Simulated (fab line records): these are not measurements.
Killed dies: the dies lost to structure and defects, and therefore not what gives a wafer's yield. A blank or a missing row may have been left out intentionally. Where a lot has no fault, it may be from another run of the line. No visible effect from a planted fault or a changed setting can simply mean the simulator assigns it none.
fab line records	flow sky130
record: lots: 6	wafers: 18	last_day: 49
route steps=708 shown FIELD_ISO@11 NWELL@32 DNWELL@35 PWDE@45 PAD_OPEN@708
lots that met no fault: from a run of the same line without faults
start_h: start of the lot's first displayed wafer, in hours after the record's first day	wait_h: hours from the lot's prior step to this one	" unchanged from the row above	L1.1+2: one row covering several wafers at once	- either no value or no given start	* or withheld: withheld	< > ~ a bound
route shown NAME@n: NAME is a module with steps in the file, n the number in the route of the first one	usual: average and standard deviation across the fault-free wafers	same: alike in all rows	chamber/n: place in a boat	sites: the reading at each site	_std_site: how widely they spread, as a standard deviation	_edge_site: the outer-site mean with the inner-site mean subtracted	radius_mm: how far each site lies from the wafer's centre	mask NAME#n: copy n	behind: tool/chamber where the wafer was last shaped	hold: why the lot was held/for how many hours/how that ended	device: which transistor (n, p or np) failed to switch	end of line: tests run on the same wafers once the route is complete	for a step that has no rows: nothing shown but its recipe	killed: at the first sort, the dies lost to defects and structure; wafer yield is something else	map: dies across one wafer; x = killed, . = not, _ = none there
set.NAME: the setting the step ran with; set.NAME@STEP: the setting that earlier step ran with	model.NAME: the simulator's own value behind a step, which no gauge read
lots seen at some steps along the route; tables by step, rows by wafer
services: the hour from which a tool's chamber was out of use, counted from the record's first day as start_h (under 0 if before that day), plus the number of hours and why
== steps ==
step: SKY_FIELD_ISO_EXPOSE_10
recipe: mask_id: FOM	na: 0.68	source_shape: annular	sigma_inner: 0.4	sigma_outer: 0.8	target_cd_nm: 150	dose_mj: 28
step: SKY_FIELD_ISO_PEB_11
recipe: peb_temp_c: withheld	peb_time_s: withheld	resist: KrF-thick
step: SKY_FIELD_ISO_DEVELOP_12
recipe: develop_time_s: 60	resist: KrF-thick	dev_temp_c: 21
step: SKY_FIELD_ISO_CD_MEAS_13
recipe: target_cd_nm: 150
usual: cd_nm: 149.7/1.6
lot.wafer	tool	chamber	start_h	wait_h	cd_nm
L778.2	cd_sem-01	-	43.70	-	148.1
L778.3	"	-	"	"	148.8
L778.5	"	-	"	"	148.0
L783.1	cd_sem-02	-	69.46	-	151.6
L783.2	"	-	"	"	151.4
L783.5	"	-	"	"	151.2
L784.2	cd_sem-02	-	75.53	-	150.2
L784.3	"	-	"	"	149.2
L784.6	"	-	"	"	149.7
L787.1	cd_sem-02	-	93.10	-	149.4
L787.3	"	-	"	"	149.5
L787.6	"	-	"	"	149.2
L793.2	cd_sem-01	-	123.63	-	148.0
L793.3	"	-	"	"	148.8
L793.5	"	-	"	"	148.0
L794.2	cd_sem-01	-	129.93	-	148.6
L794.4	"	-	"	"	148.3
L794.5	"	-	"	"	148.5
step: SKY_FIELD_ISO_ETCH_14
recipe: chemistry: N2/H2	target: BARC	ion_energy_ev: 200	source_w: 500	bias_w: 100	pressure_mtorr: 30	n2_flow_sccm: 100	h2_flow_sccm: 200	stop_on: SiO2	time_s: 45.9	target_depth_a: 600
usual: drypump_motor_current_A: 5.6/0.44	oes_product_au: 0.855/0.0043	throttle_valve_pct: 13.225/0.0098
lot.wafer	tool	chamber	start_h	wait_h	drypump_motor_current_A	oes_product_au	rf_hours_counter_h	throttle_valve_pct
L778.2	rie_diel-01	3	43.80	0.1	5.6	0.854	48	13.231
L778.3	"	0	"	"	5.8	0.856	62	13.224
L778.5	"	2	"	"	6.3	0.864	-	13.246
L783.1	rie_diel-02	1	69.58	0.1	6.0	0.856	1	13.212
L783.2	"	2	"	"	5.3	0.852	41	13.222
L783.5	"	2	"	"	5.3	0.858	-	13.233
L784.2	rie_diel-03	1	75.63	0.1	6.3	0.852	170	13.231
L784.3	"	3	"	"	5.1	0.854	41	13.215
L784.6	"	2	"	"	6.1	0.854	-	13.226
L787.1	rie_diel-03	0	93.22	0.1	5.3	0.854	89	13.236
L787.3	"	2	"	"	6.1	0.857	153	13.228
L787.6	"	2	"	"	6.1	0.854	-	13.226
L793.2	rie_diel-03	3	123.73	0.1	5.1	0.852	43	13.219
L793.3	"	0	"	"	5.3	0.854	89	13.233
L793.5	"	3	"	"	5.1	0.848	-	13.229
L794.2	rie_diel-01	2	130.03	0.1	6.3	0.849	28	13.210
L794.4	"	0	"	"	5.8	0.860	64	13.237
L794.5	"	2	"	"	6.3	0.860	-	13.230
step: SKY_FIELD_ISO_ETCH_15
recipe: chemistry: CHF3/O2	target_depth_nm: 180	stop_on: Si	source_w: 600	bias_w: 200	pressure_mtorr: 40	chf3_flow_sccm: 50	O2_flow_sccm: 5	time_s: 72
step: SKY_FIELD_ISO_STRIP_16
recipe: chemistry: O2/N2	power_w: 1400	pressure_mtorr: 1500	platen_temp_c: withheld	o2_flow_sccm: 3000	n2_flow_sccm: 300	overash_fraction: 0.5
usual: drypump_motor_current_A: 5.7/0.55	o2_flow_sccm: 2999/8.7	oes_product_au: 0.375/0.0048	strip_time_to_endpoint_s: 3.47/0.046
lot.wafer	tool	chamber	start_h	wait_h	drypump_motor_current_A	o2_flow_sccm	oes_product_au	rf_hours_counter_h	strip_time_to_endpoint_s
L778.2	plasma_asher-03	1	43.90	0.0	5.8	3004	0.376	37	3.48
L778.3	"	1	"	"	5.8	3007	0.372	-	3.47
L778.5	"	0	"	"	5.4	2987	0.371	-	3.38
L783.1	plasma_asher-03	1	69.68	0.0	5.8	3003	0.375	39	3.51
L783.2	"	0	"	"	5.5	2991	0.373	39	3.41
L783.5	"	1	"	"	5.8	3008	0.371	-	3.41
L784.2	plasma_asher-02	0	75.73	0.0	6.1	3011	0.378	43	3.39
L784.3	"	0	"	"	6.1	3002	0.370	-	3.43
L784.6	"	0	"	"	6.0	3013	0.383	-	3.48
L787.1	plasma_asher-04	1	93.31	0.0	6.2	2994	0.376	22	3.45
L787.3	"	1	"	"	6.2	2997	0.364	-	3.49
L787.6	"	0	"	"	6.4	2974	0.371	-	3.48
L793.2	plasma_asher-03	1	123.83	0.0	5.9	2998	0.387	45	3.47
L793.3	"	0	"	"	5.4	2985	0.380	-	3.52
L793.5	"	1	"	"	5.8	2987	0.373	-	3.45
L794.2	plasma_asher-04	1	130.13	0.0	6.2	2995	0.370	26	3.38
L794.4	"	0	"	"	6.3	3010	0.372	-	3.47
L794.5	"	1	"	"	6.2	2991	0.368	-	3.35
step: SKY_FIELD_ISO_ETCH_17
recipe: target_depth_a: 3420	mask_material: Si3N4	chemistry: HBr/Cl2/O2	target: Si	taper_deg: 5	icp_w: 600	bias_w: 150	pressure_mtorr: 15	HBr_flow_sccm: 150	Cl2_flow_sccm: 40	O2_flow_sccm: 6	time_s: 97.7
usual: drypump_motor_current_A: 5.8/0.58	oes_product_au: 0.988/0.013	throttle_valve_pct: 25.665/0.012
lot.wafer	tool	chamber	start_h	wait_h	drypump_motor_current_A	oes_product_au	rf_hours_counter_h	throttle_valve_pct
L778.2	rie_si-01	1	44.00	0.1	6.4	0.972	52	25.676
L778.3	"	2	"	"	5.9	0.976	24	25.671
L778.5	"	1	"	"	6.4	0.977	-	25.671
L783.1	rie_si-01	1	69.78	0.1	6.4	0.991	52	25.673
L783.2	"	2	"	"	5.9	0.993	24	25.642
L783.5	"	3	"	"	5.7	0.989	-	25.654
L784.2	rie_si-02	3	75.83	0.1	6.7	0.977	25	25.671
L784.3	"	1	"	"	5.0	0.986	127	25.671
L784.6	"	0	"	"	5.3	0.978	-	25.676
L787.1	rie_si-02	3	93.41	0.1	6.7	0.996	25	25.672
L787.3	"	1	"	"	5.1	0.987	127	25.659
L787.6	"	0	"	"	5.4	0.967	-	25.669
L793.2	rie_si-02	0	123.93	0.1	5.4	0.973	89	25.671
L793.3	"	1	"	"	5.1	0.992	127	25.671
L793.5	"	0	"	"	5.4	0.975	-	25.659
L794.2	rie_si-02	3	130.23	0.1	6.7	0.980	26	25.671
L794.4	"	3	"	"	6.7	0.983	-	25.670
L794.5	"	0	"	"	5.4	0.976	-	25.690
step: SKY_FIELD_ISO_WET_ETCH_18
recipe: chemistry: H3PO4	target_depth_nm: 25	temp_c: 160	target: Si3N4	time_s: 286
step: SKY_FIELD_ISO_CLEAN_19
recipe: chemistry: SC1/SC2	mix: 1:4:20	temp_c: 70	time_s: 150
step: SKY_FIELD_ISO_CLEAN_20
recipe: chemistry: dHF	time_s: 20	dilution: 100:1
step: SKY_FIELD_ISO_WET_ETCH_21
recipe: chemistry: dHF	dilution: 100:1	target_depth_nm: 20	dry: ipa_marangoni	target: SiO2	temp_c: 25	time_s: 400
step: SKY_FIELD_ISO_OXIDATION_22
recipe: temp_c: 950	ambient: O2	stabilise_s: 600	purge_s: 300	target_thk_a: 100	ox_time_s: 623
same: stabilise_s: 600
lot.wafer	tool	chamber	start_h	wait_h
L778.2+3+5	furnace-02	0	46.51	2.2
L783.1+2+5	furnace-02	0	71.30	1.2
L784.2+3+6	furnace-02	0	76.63	0.4
L787.1+3+6	furnace-01	0	96.62	2.9
L793.2+3+5	furnace-01	0	124.28	0.0
L794.2+4+5	furnace-01	0	132.67	2.1
step: SKY_FIELD_ISO_THK_MEAS_23
recipe: reads: SiO2_of_FIELD_ISO_OXIDATION_22
usual: FIELD_ISO_OXIDATION_01_THK: 9.96/0.17
lot.wafer	tool	chamber	start_h	wait_h	FIELD_ISO_OXIDATION_01_THK[nm]
L778.2	film_metro-02	-	47.70	0.0	9.98
L778.3	"	-	"	"	9.83
L778.5	"	-	"	"	10.05
L783.1	film_metro-02	-	72.47	0.0	9.94
L783.2	"	-	"	"	9.75
L783.5	"	-	"	"	10.11
L784.2	film_metro-02	-	77.81	0.0	9.87
L784.3	"	-	"	"	9.81
L784.6	"	-	"	"	9.83
L787.1	film_metro-02	-	97.79	0.0	10.18
L787.3	"	-	"	"	10.17
L787.6	"	-	"	"	10.10
L793.2	film_metro-03	-	125.46	0.0	9.95
L793.3	"	-	"	"	10.12
L793.5	"	-	"	"	10.07
L794.2	film_metro-03	-	133.86	0.0	10.03
L794.4	"	-	"	"	10.03
L794.5	"	-	"	"	10.12
step: SKY_FIELD_ISO_CVD_24
recipe: material: SiO2	target_thk_nm: 595	temp_c: 650	sigma_open_frac: 0.3	time_s: 99.2	sih4_flow_sccm: 60	pressure_mtorr: 6
step: SKY_FIELD_ISO_THK_MEAS_25
recipe: reads: SiO2_of_FIELD_ISO_CVD_24
usual: FIELD_ISO_CVD_24_THK: 593/6.6
lot.wafer	tool	chamber	start_h	wait_h	FIELD_ISO_CVD_24_THK[nm]
L778.2	film_metro-01	-	47.83	0.0	606
L778.3	"	-	"	"	613
L778.5	"	-	"	"	603
L783.1	film_metro-02	-	72.60	0.0	587
L783.2	"	-	"	"	584
L783.5	"	-	"	"	580
L784.2	film_metro-03	-	77.95	0.0	590
L784.3	"	-	"	"	592
L784.6	"	-	"	"	592
L787.1	film_metro-02	-	97.93	0.0	589
L787.3	"	-	"	"	583
L787.6	"	-	"	"	582
L793.2	film_metro-01	-	125.59	0.0	589
L793.3	"	-	"	"	588
L793.5	"	-	"	"	587
L794.2	film_metro-02	-	133.99	0.0	603
L794.4	"	-	"	"	596
L794.5	"	-	"	"	597
step: SKY_FIELD_ISO_ANNEAL_26
recipe: temp_c: 1000	time_s: 1800	ambient: N2
step: SKY_FIELD_ISO_CMP_27
recipe: stop_on: Si3N4	t_overpolish_s: 16	down_force_psi: 4	platen_rpm: 60	target_thk_nm: 457.8	pad_velocity_m_s: 0.94248
usual: edge_zone_pressure_frac: 0.999/0.0047	motor_current_A: 12.1/1.3	overpolish_run_s: 15.999/0.0086	time_to_endpoint_s: 111/4.9
lot.wafer	tool	chamber	start_h	wait_h	edge_zone_pressure_frac	motor_current_A	overpolish_run_s	time_to_endpoint_s
L778.2	cmp-01	3	50.56	0.0	0.998	10.5	15.985	116
L778.3	"	0	"	"	0.997	13.4	15.996	118
L778.5	"	0	"	"	0.999	12.1	15.981	114
L783.1	cmp-02	1	75.11	0.0	0.997	12.1	15.985	113
L783.2	"	0	"	"	1.004	11.3	15.998	104
L783.5	"	1	"	"	1.004	11.9	16.001	115
L784.2	cmp-01	3	80.41	0.1	0.994	11.0	15.999	114
L784.3	"	0	"	"	1.002	13.1	15.995	113
L784.6	"	1	"	"	1.004	10.6	16.006	108
L787.1	cmp-02	0	101.81	0.0	0.994	11.3	15.999	108
L787.3	"	1	"	"	1.000	11.5	16.000	119
L787.6	"	1	"	"	0.997	11.8	15.988	118
L793.3	cmp-02	1	128.51	0.1	0.997	11.8	16.001	119
L793.2	"	3	"	"	1.008	14.1	16.000	106
L793.5	"	0	"	"	1.001	11.4	16.003	105
L794.2	cmp-02	3	135.54	0.0	0.992	14.6	16.009	113
L794.4	"	1	"	"	0.998	11.4	16.001	120
L794.5	"	0	"	"	0.995	10.7	16.013	107
step: SKY_FIELD_ISO_WET_ETCH_28
recipe: chemistry: dHF	target_depth_nm: 23.7	target: SiO2	dilution: 10:1	temp_c: 25	time_s: 47
step: SKY_FIELD_ISO_WET_ETCH_29
recipe: chemistry: H3PO4	target_depth_nm: 160	target: Si3N4	temp_c: 160	time_s: 1825
step: SKY_FIELD_ISO_WET_ETCH_30
recipe: chemistry: dHF	target_depth_nm: 25	target: SiO2	dilution: 10:1	temp_c: 25	time_s: 50
step: SKY_NWELL_CLEAN_00
recipe: chemistry: SC1/SC2	mix: 1:4:20	temp_c: 70	time_s: 150	dry: n2_spin
step: SKY_NWELL_OXIDATION_01
recipe: temp_c: 900	ambient: O2	stabilise_s: 600	purge_s: 300	target_thk_a: 100	ox_time_s: 1418
step: SKY_NWELL_THK_MEAS_02
recipe: reads: SiO2_of_NWELL_OXIDATION_01
usual: NWELL_OXIDATION_THK: 9.90/0.17
lot.wafer	tool	chamber	start_h	wait_h	NWELL_OXIDATION_THK[nm]
L778.2	film_metro-01	-	53.34	0.0	10.23
L778.3	"	-	"	"	10.09
L778.5	"	-	"	"	10.13
L783.1	film_metro-04	-	77.46	0.0	9.70
L783.2	"	-	"	"	9.77
L783.5	"	-	"	"	9.88
L784.2	film_metro-04	-	83.56	0.0	9.77
L784.3	"	-	"	"	9.82
L784.6	"	-	"	"	9.74
L787.1	film_metro-01	-	105.89	0.0	9.75
L787.3	"	-	"	"	9.77
L787.6	"	-	"	"	9.94
L793.2	film_metro-03	-	132.68	0.0	9.87
L793.3	"	-	"	"	9.79
L793.5	"	-	"	"	9.85
L794.2	film_metro-03	-	138.31	0.0	10.00
L794.4	"	-	"	"	9.92
L794.5	"	-	"	"	9.86
step: SKY_DNWELL_DEHYDRATE_00
recipe: temp_c: 200	time_s: 60
step: SKY_DNWELL_HMDS_01
recipe: prime_time_s: 60	prime_temp_c: 120
step: SKY_DNWELL_COAT_02
recipe: spin_rpm: 2000	resist_thk_nm: 3000
step: SKY_DNWELL_SOFTBAKE_03
recipe: temp_c: 110	time_s: withheld
step: SKY_DNWELL_EXPOSE_04
recipe: mask_id: DNM	na: 0.57	target_cd_nm: 3000	dose_mj: 222
step: SKY_DNWELL_PEB_05
recipe: temp_c: 115	time_s: withheld
step: SKY_DNWELL_DEVELOP_06
recipe: wall_angle_deg: 90	developer: TMAH	develop_time_s: 60	dev_temp_c: 23
step: SKY_DNWELL_IMPLANT_07
recipe: species: P	energy_kev: withheld	dose_cm2: withheld	tilt_deg: withheld
step: SKY_DNWELL_STRIP_08
recipe: chemistry: O2/N2	power_w: 1400	pressure_mtorr: 1500	platen_temp_c: withheld	o2_flow_sccm: 3000	n2_flow_sccm: 300	overash_fraction: 0.5
usual: drypump_motor_current_A: 5.9/0.63	o2_flow_sccm: 3000/9.6	oes_product_au: 0.722/0.0042	strip_time_to_endpoint_s: 36.94/0.092
lot.wafer	tool	chamber	start_h	wait_h	drypump_motor_current_A	o2_flow_sccm	oes_product_au	rf_hours_counter_h	strip_time_to_endpoint_s
L778.2	plasma_asher-01	0	68.85	0.1	6.5	3002	0.721	39	36.91
L778.3	"	1	"	"	5.0	3003	0.718	-	36.99
L778.5	"	0	"	"	6.6	3002	0.722	-	36.93
L783.1	plasma_asher-02	0	95.15	0.2	6.1	3008	0.725	45	36.99
L783.2	"	1	"	"	4.8	2999	0.720	45	37.05
L783.5	"	1	"	"	4.8	3004	0.728	-	36.93
L784.2	plasma_asher-04	0	101.15	0.1	6.4	2984	0.720	22	37.13
L784.3	"	0	"	"	6.4	2989	0.727	-	37.10
L784.6	"	0	"	"	6.4	2984	0.729	-	37.02
L787.1	plasma_asher-01	1	123.90	0.1	5.0	2997	0.724	1	36.89
L787.3	"	1	"	"	5.0	2984	0.719	-	36.92
L787.6	"	1	"	"	5.0	2981	0.728	-	36.84
L793.2	plasma_asher-04	0	152.00	0.1	6.4	3001	0.720	29	36.98
L793.3	"	0	"	"	6.4	3010	0.730	-	36.97
L793.5	"	0	"	"	6.4	3006	0.717	-	36.95
L794.2	plasma_asher-01	0	158.35	0.1	6.5	2995	0.718	5	36.91
L794.4	"	0	"	"	6.5	2994	0.720	-	36.95
L794.5	"	1	"	"	5.1	2994	0.720	-	36.98
step: SKY_DNWELL_TW_MEAS_09
usual: DNWELL_TW: 1115/11
lot.wafer	tool	chamber	start_h	wait_h	DNWELL_TW
L778.2	film_metro-01	-	68.96	0.1	1126
L778.3	"	-	"	"	1130
L778.5	"	-	"	"	1129
L783.1	film_metro-03	-	95.25	0.1	1115
L783.2	"	-	"	"	1110
L783.5	"	-	"	"	1114
L784.2	film_metro-04	-	101.26	0.1	1126
L784.3	"	-	"	"	1129
L784.6	"	-	"	"	1122
L787.1	film_metro-03	-	124.00	0.1	1094
L787.3	"	-	"	"	1094
L787.6	"	-	"	"	1095
L793.2	film_metro-01	-	152.11	0.1	1120
L793.3	"	-	"	"	1122
L793.5	"	-	"	"	1110
L794.2	film_metro-04	-	158.46	0.1	1126
L794.4	"	-	"	"	1131
L794.5	"	-	"	"	1128
step: SKY_PWDE_DEHYDRATE_00
recipe: temp_c: 200	time_s: 60
step: SKY_PWDE_HMDS_01
recipe: prime_time_s: 60	prime_temp_c: 120
step: SKY_PWDE_COAT_02
recipe: spin_rpm: 2000	resist_thk_nm: 3059
step: SKY_PWDE_SOFTBAKE_03
recipe: temp_c: 110	time_s: withheld
step: SKY_PWDE_EXPOSE_04
recipe: mask_id: PWDEM	na: 0.6	source_shape: conventional	sigma_outer: 0.6	polarization: unpolarized	target_cd_nm: 840	dose_mj: 214
step: SKY_PWDE_PEB_05
recipe: temp_c: 115	time_s: withheld
step: SKY_PWDE_DEVELOP_06
recipe: wall_angle_deg: 90	developer: TMAH	develop_time_s: 60	dev_temp_c: 23
step: SKY_PWDE_OVL_MEAS_07
usual: PWDE_OVL: 0.0/1.3
lot.wafer	tool	chamber	start_h	wait_h	PWDE_OVL[nm]
L778.2	overlay-02	-	85.48	-	-1.4
L778.3	"	-	"	"	1.1
L778.5	"	-	"	"	-0.7
L783.1	overlay-01	-	112.50	-	1.1
L783.2	"	-	"	"	1.2
L783.5	"	-	"	"	1.3
L784.2	overlay-01	-	117.72	-	0.2
L784.3	"	-	"	"	1.2
L784.6	"	-	"	"	0.0
L787.1	overlay-01	-	143.21	-	0.8
L787.3	"	-	"	"	-1.4
L787.6	"	-	"	"	0.2
L793.2	overlay-02	-	171.95	-	-0.5
L793.3	"	-	"	"	0.8
L793.5	"	-	"	"	1.5
L794.2	overlay-02	-	179.30	-	-1.3
L794.4	"	-	"	"	0.0
L794.5	"	-	"	"	-0.1
step: SKY_PAD_OPEN_PROBE_99
usual: killed_at_M0_to_M3: 43/6.6	killed_at_M4_up: 3.0/1.7	killed_at_contacts: 24/5.4	killed_at_front_end: 16/4.6	killed_at_other: 0.3/0.53	killed_dies: 87/9.7	killed_on_rim: 18/4	killed_open: 47/7.3	killed_short: 39/6.5
same: gross_dies: 492	killed_at_back_side: 0
lot.wafer	tool	chamber	start_h	wait_h	killed_at_M0_to_M3	killed_at_M4_up	killed_at_contacts	killed_at_front_end	killed_at_other	killed_dies	killed_on_rim	killed_open	killed_short
L783.1	prober-02	-	1131.41	0.1	29	2	22	161	0	214	45	29	32
L783.2	prober-02	-	1131.46	0.1	39	4	16	194	0	253	48	40	35
L783.5	prober-02	-	1131.61	0.2	39	1	20	173	0	233	39	49	29
L784.2	prober-01	-	1132.73	0.1	32	2	13	177	0	224	45	29	30
L784.3	prober-01	-	1132.78	0.2	38	2	19	156	0	215	35	40	31
L784.6	prober-01	-	1132.93	0.2	27	3	19	181	1	231	49	36	32
L787.1	prober-02	-	1152.18	0.1	36	3	20	22	0	81	14	44	37
L787.3	prober-02	-	1152.28	0.2	41	2	24	16	0	83	21	43	40
L787.6	prober-02	-	1152.43	0.2	44	3	30	20	1	98	18	52	46
L793.2	prober-02	-	1177.83	0.1	45	2	32	9	0	88	19	51	37
L793.3	prober-02	-	1177.88	0.2	50	4	23	22	0	99	22	57	42
L793.5	prober-02	-	1177.98	0.2	49	1	13	20	1	84	16	46	38
L794.2	prober-01	-	1182.73	0.1	35	3	33	20	0	91	20	53	38
L794.4	prober-01	-	1182.83	0.2	43	3	26	22	0	94	13	63	31
L794.5	prober-01	-	1182.88	0.2	43	4	31	15	0	93	14	49	44
killed by level:class
L783.1 FIELD_ISO:unspecified=153 CONTACT:geometric_particle:open=9 VIA1:geometric_particle:open=9 METAL1:geometric_particle:short=6 VIA1:geometric_particle:short=5 LI_CONTACT:geometric_particle:open=4 CONTACT:geometric_particle:short=4 FIELD_ISO:geometric_particle:short=3
L783.2 FIELD_ISO:unspecified=178 VIA1:geometric_particle:open=12 VIA1:geometric_particle:short=6 CONTACT:geometric_particle:open=5 METAL3:geometric_particle:short=5 POLY_GATE:geometric_particle:open=4 POLY_GATE:geometric_particle:short=4 LI_CONTACT:geometric_particle:open=4
L783.5 FIELD_ISO:unspecified=155 VIA1:geometric_particle:open=11 CONTACT:geometric_particle:open=10 VIA3:geometric_particle:open=9 METAL1:geometric_particle:short=6 LI_CONTACT:geometric_particle:open=5 LOCAL_INTERCONNECT:geometric_particle:short=5 FIELD_ISO:geometric_particle:open=4
L784.2 FIELD_ISO:unspecified=165 VIA1:geometric_particle:open=8 METAL1:geometric_particle:short=6 FIELD_ISO:geometric_particle:short=5 CONTACT:geometric_particle:open=4 VIA3:geometric_particle:open=4 FIELD_ISO:geometric_particle:open=3 POLY_GATE:geometric_particle:open=3
L784.3 FIELD_ISO:unspecified=144 VIA1:geometric_particle:open=11 VIA3:geometric_particle:open=7 LI_CONTACT:geometric_particle:open=6 CONTACT:geometric_particle:short=6 VIA1:geometric_particle:short=5 FIELD_ISO:geometric_particle:open=4 METAL2:geometric_particle:short=4
L784.6 FIELD_ISO:unspecified=163 VIA1:geometric_particle:open=9 LI_CONTACT:geometric_particle:open=7 FIELD_ISO:geometric_particle:open=6 POLY_GATE:geometric_particle:open=4 LOCAL_INTERCONNECT:geometric_particle:short=4 CONTACT:geometric_particle:short=4 METAL3:geometric_particle:short=4
L787.1 CONTACT:geometric_particle:open=10 VIA1:geometric_particle:open=10 FIELD_ISO:geometric_particle:short=7 METAL2:geometric_particle:short=6 VIA3:geometric_particle:open=5 FIELD_ISO:geometric_particle:open=4 POLY_GATE:geometric_particle:short=4 POLY_GATE:geometric_particle:open=4
L787.3 CONTACT:geometric_particle:open=9 POLY_GATE:geometric_particle:short=7 VIA2:geometric_particle:short=7 VIA1:geometric_particle:open=7 LI_CONTACT:geometric_particle:open=6 VIA3:geometric_particle:open=6 VIA2:geometric_particle:open=5 METAL1:geometric_particle:short=3
L787.6 METAL1:geometric_particle:short=10 LI_CONTACT:geometric_particle:open=9 CONTACT:geometric_particle:open=9 VIA2:geometric_particle:open=8 FIELD_ISO:geometric_particle:short=5 VIA1:geometric_particle:open=5 POLY_GATE:geometric_particle:open=5 METAL1:geometric_particle:open=5
L793.2 CONTACT:geometric_particle:open=12 LI_CONTACT:geometric_particle:open=9 VIA3:geometric_particle:open=8 VIA1:geometric_particle:open=8 METAL2:geometric_particle:short=8 VIA2:geometric_particle:open=7 LOCAL_INTERCONNECT:geometric_particle:short=6 FIELD_ISO:geometric_particle:short=5
L793.3 CONTACT:geometric_particle:open=9 VIA3:geometric_particle:open=9 VIA2:geometric_particle:open=6 LI_CONTACT:geometric_particle:open=6 VIA1:geometric_particle:open=6 METAL2:geometric_particle:short=6 FIELD_ISO:geometric_particle:open=5 VIA3:geometric_particle:short=5
L793.5 VIA1:geometric_particle:open=14 FIELD_ISO:geometric_particle:short=7 METAL1:geometric_particle:short=6 VIA3:geometric_particle:open=6 POLY_GATE:geometric_particle:short=5 POLY_GATE:geometric_particle:open=5 CONTACT:geometric_particle:open=5 VIA2:geometric_particle:open=5
L794.2 VIA1:geometric_particle:open=12 LI_CONTACT:geometric_particle:open=11 FIELD_ISO:geometric_particle:short=8 CONTACT:geometric_particle:short=7 CONTACT:geometric_particle:open=6 VIA3:geometric_particle:open=6 FIELD_ISO:geometric_particle:open=5 POLY_GATE:geometric_particle:open=4
L794.4 CONTACT:geometric_particle:open=12 VIA1:geometric_particle:open=10 LI_CONTACT:geometric_particle:open=9 METAL1:geometric_particle:short=7 FIELD_ISO:geometric_particle:open=6 VIA1:geometric_particle:short=6 VIA2:geometric_particle:open=6 VIA3:geometric_particle:open=5
L794.5 VIA1:geometric_particle:open=16 LI_CONTACT:geometric_particle:open=9 METAL3:geometric_particle:short=7 CONTACT:geometric_particle:open=6 LOCAL_INTERCONNECT:geometric_particle:short=5 LI_CONTACT:geometric_particle:short=5 CONTACT:geometric_particle:short=5 METAL2:geometric_particle:short=5
map L783.2 (x killed, . not)
__________xx.xx.xxx._________
________x..x.xx..x...x_______
______...xx.x...x....xx._____
_____.xx.x..x.x.x..x..xx.____
____x..xxxx.xx.xxx..x..x..___
___....xxx...xx...xx.xx.x..__
__x...xx.x..xx.x..xxx..xxx.._
_x.xxx..x...x....xxx.x....xxx
_.xx...x..x.xx..xxxx....x.x..
_xxxxxxx...xx......x.x.xxxxxx
_x.xxxx..x...x.....x.xx.xxxx.
_x..x...xxxxx...x.x.x..x.x.xx
_.xx..xxx..xx..xx..x..xx..x.x
_.xx..xxx.xx.x.xxx.x.x.xx.x..
_x..x....x.x......xxx..x.xxx.
__...xx.xx.x.x.x.x.xxxx.xxx._
___.....xxxxxxxxxx.x.x.x.x.__
____.xxxx.x..xx.xx..x..xxx___
_____x.xx.x..xx...x.x.xxx____
______.xx.xxx.xx.xxx.xxx_____
________x.xxx..x.x.xxx_______
__________...xxxx..._________
map L784.6 (x killed, . not)
__________xx...x..x._________
________.xx..xx..x..x._______
______...xx..xx..x...xx._____
_____xxxx...xxx.x.x.....x____
____x.x.x..x...xxxxxx...xx___
___.x...x.....x..x....xxx.x__
__....x..x....xx......x..x.._
_.x..x....xxx..x..x..x.x...x.
_x.xxx.xx.x..x.xx..x...x...xx
_xx.xxx..x.....xxxx.xxxx.x...
_xxx...x....x.xxx....xx.x.xxx
_.xxx......x.x.xxx.xx..xxxxx.
_xx.xxx.xxxxxx.x.xxxx..x.x..x
_xxx..xx...xx.x..xx...x.x.x..
_.x..xxxx..x..xx.x....xxx.xx.
__x.xxx.xx.....xx...x...x..x_
___xxxxxx....x.x.x.....x.xx__
____.xxx.xx..x..x.xxx.x.x.___
_____xx.....xxx.xx.xxx.x.____
______x..x.xx.x..x.xx..._____
________x...x..x.....x_______
__________xxx.x...xx_________
== services ==
tool	chamber	start_h	hours	kind
rie_si-01	3	21.74	2.4	repair
rie_si-01	0	30.36	18.0	repair
cmp-01	-	34.17	1.2	repair
rie_diel-02	2	35.69	5.9	repair
furnace-02	-	42.50	4.0	pm
cmp-01	-	64.15	4.0	pm
plasma_asher-04	-	64.77	2.8	pm
rie_diel-02	1	77.58	14.4	repair
rie_si-02	0	78.52	6.9	repair
rie_si-02	2	82.85	10.0	repair
rie_diel-03	2	87.74	4.2	repair
plasma_asher-01	-	108.75	9.0	pm
rie_diel-03	0	108.76	5.6	repair
cmp-01	-	110.01	0.8	repair
plasma_asher-01	-	111.70	0.6	repair
cmp-02	-	117.89	0.4	repair
rie_diel-03	1	118.91	3.4	repair
cmp-01	-	121.60	18.8	repair
rie_diel-01	2	124.13	4.0	repair
plasma_asher-02	-	127.18	10.7	repair
plasma_asher-03	-	129.48	10.0	repair
rie_si-02	1	130.04	5.5	repair
rie_si-02	1	153.70	7.6	repair
cmp-02	-	156.86	23.9	pm
== key ==
first_sign: step: SKY_PAD_OPEN_PROBE_99	reading: killed_at_front_end	direction: up	sigmas: 35	usual: 16	struck: 174
effect: step: SKY_PAD_OPEN_PROBE_99	reading: killed_dies	direction: up	sigmas: 15	usual: 87	struck: 228
met_at SKY_FIELD_ISO_OXIDATION_22
struck_wafers L783.1,L783.2,L783.5,L784.2,L784.3,L784.6
tester_left_out L783,L784
onset_between 46.51 71.30
fault: kind: chamber_particle_source	tool: furnace-02	chamber: -	onset_h: 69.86	steps: SKY_FIELD_ISO_OXIDATION_22	rate_per_visit_cm2: 0.79857	end_h: 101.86
tester_left_out: of these lots the tester's yield and bins aren't shown, on N5 and GAA mostly nor the transistor test; their killed dies are dies lost to structure and defects alone, not to doping, threshold or leakage, so they don't give the yield
